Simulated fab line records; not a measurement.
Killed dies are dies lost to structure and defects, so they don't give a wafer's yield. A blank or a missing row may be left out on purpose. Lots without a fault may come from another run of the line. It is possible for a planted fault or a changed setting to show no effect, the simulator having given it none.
Chamber matching || flow gf180mcu || 4 sister chambers for GF_V5_CMP_26 on cmp-02
The step polishes, stops on SiO2, t overpolish 15 s, target thk 0 nm. 8 wafers are shown with their chamber, then 8 later ones without.

EACH WAFER AND ITS CHAMBER
{"wafer": "L258.2", "chamber": 0, "motor-current-A (A)": 12.1, "time-to-endpoint-s (s)": 81}
{"wafer": "L262.3", "chamber": 1, "motor-current-A (A)": 10.4, "time-to-endpoint-s (s)": 82}
{"wafer": "L263.1", "chamber": 3, "motor-current-A (A)": 10.1, "time-to-endpoint-s (s)": 95}
{"wafer": "L263.5", "chamber": 2, "motor-current-A (A)": 13.5, "time-to-endpoint-s (s)": 92}
{"wafer": "L273.2", "chamber": 1, "motor-current-A (A)": 11.0, "time-to-endpoint-s (s)": 86}
{"wafer": "L273.4", "chamber": 3, "motor-current-A (A)": 10.6, "time-to-endpoint-s (s)": 83}
{"wafer": "L273.5", "chamber": 2, "motor-current-A (A)": 14.3, "time-to-endpoint-s (s)": 80}
{"wafer": "L276.1", "chamber": 0, "motor-current-A (A)": 11.4, "time-to-endpoint-s (s)": 81}

WAFERS WHOSE CHAMBER IS MISSING
{"wafer": "L276.3", "motor-current-A (A)": 9.9, "time-to-endpoint-s (s)": 91}
{"wafer": "L276.4", "motor-current-A (A)": 13.9, "time-to-endpoint-s (s)": 84}
{"wafer": "L278.1", "motor-current-A (A)": 9.6, "time-to-endpoint-s (s)": 87}
{"wafer": "L278.3", "motor-current-A (A)": 12.2, "time-to-endpoint-s (s)": 83}
{"wafer": "L278.6", "motor-current-A (A)": 10.2, "time-to-endpoint-s (s)": 89}
{"wafer": "L279.1", "motor-current-A (A)": 10.5, "time-to-endpoint-s (s)": 87}
{"wafer": "L279.2", "motor-current-A (A)": 13.4, "time-to-endpoint-s (s)": 82}
{"wafer": "L279.6", "motor-current-A (A)": 11.9, "time-to-endpoint-s (s)": 79}

WHICH CHAMBER EACH ONE RAN IN
{"wafer": "L276.3", "from the rows above": "can't be placed: 3 or 1", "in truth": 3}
{"wafer": "L276.4", "from the rows above": 2, "in truth": 2}
{"wafer": "L278.1", "from the rows above": "can't be placed: 3 or 1", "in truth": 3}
{"wafer": "L278.3", "from the rows above": 0, "in truth": 0}
{"wafer": "L278.6", "from the rows above": "can't be placed: 3 or 1", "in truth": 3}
{"wafer": "L279.1", "from the rows above": "can't be placed: 3 or 1", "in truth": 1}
{"wafer": "L279.2", "from the rows above": 2, "in truth": 2}
{"wafer": "L279.6", "from the rows above": 0, "in truth": 0}
Correctly placed: 4 of 8. From these rows, 4 cannot be placed; in 4 the true chamber is one of the candidates. Wrongly placed: 0.
How it was worked out, from the rows above alone: a wafer's distance from a chamber is the root of the sum, over the readings, of the square of ((its reading less the chamber's mean) divided by the reading's scatter). If the next closest chamber is less than 2 further off than the closest, the wafer can't be placed; otherwise it belongs to the closest. The mean given for a chamber averages the wafers shown for that chamber. The scatter: the root of (the sum of the squares of (reading less its chamber's mean) over the shown wafers, divided by (wafers less chambers)).
